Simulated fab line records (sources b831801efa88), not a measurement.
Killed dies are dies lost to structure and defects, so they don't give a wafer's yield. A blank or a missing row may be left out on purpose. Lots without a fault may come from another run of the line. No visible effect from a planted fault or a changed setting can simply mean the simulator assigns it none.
A struck lot beside a sound one | flow gf180mcu | 19 out of 602 route steps
Sound: wafers L727.1, L727.2, L727.5. Struck: wafer L743.1. (L743.4, L743.6 of the same lot were not struck and are left out.) The cause comes at the end.
Per side, at each step with rows, come the tool, then ch with its chambers, and then its first start. Under that, the readings that differ: sound wafers | struck wafers | difference of the means | sigmas: that difference in standard deviations of wafers without a fault.
alike: readings whose means differ by less than 2 such deviations, and words and numbers that are the same on both sides. not compared: withheld readings, readings that some wafer has no value for, bounds like >300 that may hide the same value, and numbers for which the record gives no deviation and whose values overlap.
The two part at a step that has a row with sigmas, a row that says differs or no value, or rows on one side only. Numbers that don't overlap but have no deviation are shown without sigmas and don't part them. Lack of a reading on every wafer of one side parts them only where that side has two or more wafers.

GF_PSD_STRIP_10: strips in O2/N2.
  sound on plasmaAsher-01 ch 0,1, day 14 17:11; struck on plasmaAsher-01 ch 0, day 20 03:23
reading                  | sound             | struck | difference | sigmas
stripTimeToEndpointS (s) | 16.45 16.45 16.50 | 16.56  | +0.09      | +3
  alike: drypumpMotorCurrentA, heaterPowerW, oesProductAu, platenTempC
  not compared: rfHoursCounterH
GF_PSD_TW_MEAS_11:
  sound: filmMetro-01 at day 14 17:17; struck: filmMetro-03 at day 20 03:29
  alike: PSD_TW
then, 1 step without rows for these wafers: GF_PSD_CLEAN_12 (cleans in SC1/SC2, time 150 s).
GF_PSD_RTA_13: time 20 s.
  sound on rtpAnneal-02 ch 0, day 14 17:24; struck on rtpAnneal-02 ch 0, day 20 03:36
  alike: lampPowerPct, wafer_temp_C_max
GF_PSD_RS_MEAS_14: uses a four-point probe to measure.
  sound: filmMetro-02 at day 14 17:29; struck: filmMetro-01 at day 20 03:41
  alike: NSD_RS
GF_PSD_RS_MEAS_15: uses a four-point probe to measure.
  sound: filmMetro-02 at day 14 17:37; struck: filmMetro-01 at day 20 03:48
  alike: PSD_RS
GF_SAB_CVD_00: deposits SiO2 from TEOS, target thk 50 nm, time 4.9302 s.
  sound on pecvd-04 ch 0,1,2, day 14 17:44; struck on pecvd-02 ch 2, day 20 03:55
  alike: heaterPowerW
GF_SAB_THK_MEAS_01:
  sound: filmMetro-01 at day 14 17:45; struck: filmMetro-04 at day 20 03:57
  alike: SAB_CVD_00_THK
then, 4 steps without rows for these wafers: GF_SAB_DEHYDRATE_02 (time 60 s); GF_SAB_HMDS_03 (prime time 60 s); GF_SAB_COAT_04 (resist thk 1000 nm); GF_SAB_SOFTBAKE_05 (time 60 s).
GF_SAB_EXPOSE_06: exposes mask SAB, target cd 420 nm.
  sound on ilineStepper-02 ch 0, day 15 04:17; struck on ilineStepper-01 ch 0, day 20 15:23
  alike: mask, exposureDoseMJCm2
then, 2 steps without rows for these wafers: GF_SAB_PEB_07; GF_SAB_DEVELOP_08 (develop time 60 s).
GF_SAB_CD_MEAS_09: the cd target is 420 nm.
  sound: cdSem-01 at day 15 14:56; struck: cdSem-01 at day 21 03:56
reading   | sound             | struck | difference | sigmas
cdNm (nm) | 425.3 425.9 424.9 | 308.4  | -117.0     | -47
GF_SAB_OVL_MEAS_10:
  sound: overlay-01 at day 15 15:04; struck: overlay-02 at day 21 04:04
  alike: SAB_OVL
GF_SAB_ETCH_11: etches SiO2 in C4F8/O2/Ar, target depth 55 nm, time 8.5 s.
  sound on rieDiel-01 ch 0,1, day 15 15:05; struck on rieDiel-02 ch 1, day 21 04:06
reading             | sound             | struck | difference | sigmas
model.SAB.cdNm (nm) | 424.9 425.6 424.6 | 308.5  | -116.5     | 
  alike: oesProductAu
  not compared: rfHoursCounterH
then, 1 step without rows for these wafers: GF_SAB_WET_ETCH_12 (etches SiO2 in dHF, target depth 22 nm, time 440 s).

== WHERE THEY PART ==
Earliest at GF_PSD_STRIP_10; latest, in this record, at GF_SAB_CD_MEAS_09. Later steps at which nothing parts them and some readings are alike: GF_SAB_OVL_MEAS_10, GF_SAB_ETCH_11.

WHY: what the simulator had put in
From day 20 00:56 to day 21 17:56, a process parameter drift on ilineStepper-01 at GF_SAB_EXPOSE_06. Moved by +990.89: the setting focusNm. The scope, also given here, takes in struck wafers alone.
